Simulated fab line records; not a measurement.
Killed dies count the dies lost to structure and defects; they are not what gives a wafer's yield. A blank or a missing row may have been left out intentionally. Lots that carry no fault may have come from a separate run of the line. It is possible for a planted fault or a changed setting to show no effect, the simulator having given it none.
Commonality check across tools	flow sky130	Sampled: 14 lots, 42 wafers

== THE REASON FOR OPENING IT ==
3 of 14 lots carry a flag on the reading SD_N_RS at SKY_SD_N_RS_MEAS_16. No-fault wafers: 68.65 ohm/sq, standard deviation 0.14.
Rule: a lot is flagged when every wafer of it that has a number lies more than 4 standard deviations from that mean, or none has a number. The rest of the lots are taken to be sound.

lot	measured	on	SD_N_RS (ohm/sq), wafer by wafer	flag
L304	day 27 08:50	film-metro-04	68.73 68.71 68.54	
L305	day 28 00:52	film-metro-01	68.71 68.70 68.65	
L309	day 29 10:00	film-metro-04	68.62 68.78 68.63	
L310	day 29 21:09	film-metro-02	68.37 68.56 68.39	
L311	day 30 04:49	film-metro-01	68.79 68.74 68.72	
L312	day 30 12:46	film-metro-02	68.36 68.55 68.51	
L313	day 31 12:04	film-metro-04	68.74 68.70 68.67	
L314	day 31 17:12	film-metro-01	68.89 68.93 68.90	
L315	day 31 18:34	film-metro-04	68.70 68.71 68.66	
L320	day 33 20:46	film-metro-02	68.52 68.55 68.61	
L321	day 34 01:13	film-metro-02	65.85 65.92 65.80	FLAGGED
L322	day 34 01:45	film-metro-04	65.92 66.06 65.96	FLAGGED
L325	day 35 10:57	film-metro-01	66.05 65.94 66.20	FLAGGED
L327	day 36 04:02	film-metro-02	68.58 68.53 68.40	
The mean of the flagged lots' numbers is 65.97 ohm/sq, -2.68 ohm/sq from the usual (-19 standard deviations).

== WHICH TOOL EACH LOT WENT THROUGH ==
The record holds 1 process step before the reading, out of a route of 708 steps. In each cell: the tool, then ch and the chambers that the sampled wafers went through, then the start.
lot	flag	SKY_SD_N_IMPLANT_10
L304		implanter-01 ch 0, day 27 08:18
L305		implanter-01 ch 0, day 28 00:21
L309		implanter-03 ch 0, day 29 09:28
L310		implanter-03 ch 0, day 29 20:37
L311		implanter-03 ch 0, day 30 04:18
L312		implanter-01 ch 0, day 30 12:14
L313		implanter-01 ch 0, day 31 11:31
L314		implanter-01 ch 0, day 31 16:40
L315		implanter-01 ch 0, day 31 18:02
L320		implanter-01 ch 0, day 33 20:14
L321	FLAGGED	implanter-03 ch 0, day 33 23:49
L322	FLAGGED	implanter-03 ch 0, day 34 00:53
L325	FLAGGED	implanter-03 ch 0, day 35 10:06
L327		implanter-01 ch 0, day 36 03:30
What these steps do:
- SKY_SD_N_IMPLANT_10
- SKY_SD_N_RS_MEAS_16: measures by four-point-probe.

== FLAGGED OVER TOTAL, TOOL BY TOOL (the gauges that took the reading come last) ==
step	tool	lots run	flagged	share of the flagged lots	sound lots run after its first flagged lot
SKY_SD_N_IMPLANT_10	implanter-01	8	0	none	-
SKY_SD_N_IMPLANT_10	implanter-03	6	3	all	0
SKY_SD_N_RS_MEAS_16	film-metro-01	4	1	some	0
SKY_SD_N_RS_MEAS_16	film-metro-02	5	1	some	1 (L327)
SKY_SD_N_RS_MEAS_16	film-metro-04	5	1	some	0

== WHAT THE TABLE PERMITS ==
All flagged lots share 1 row of the table, namely implanter-03 at SKY_SD_N_IMPLANT_10.
- implanter-03 at SKY_SD_N_IMPLANT_10 ran 6 lots, 3 of them flagged. Last sound lot L311 at day 30 04:18, first flagged lot L321 at day 33 23:49; a fault beginning in between fits.
What remains is a single tool, implanter-03 at SKY_SD_N_IMPLANT_10.

== WHAT WAS PUT IN BY THE SIMULATOR ==
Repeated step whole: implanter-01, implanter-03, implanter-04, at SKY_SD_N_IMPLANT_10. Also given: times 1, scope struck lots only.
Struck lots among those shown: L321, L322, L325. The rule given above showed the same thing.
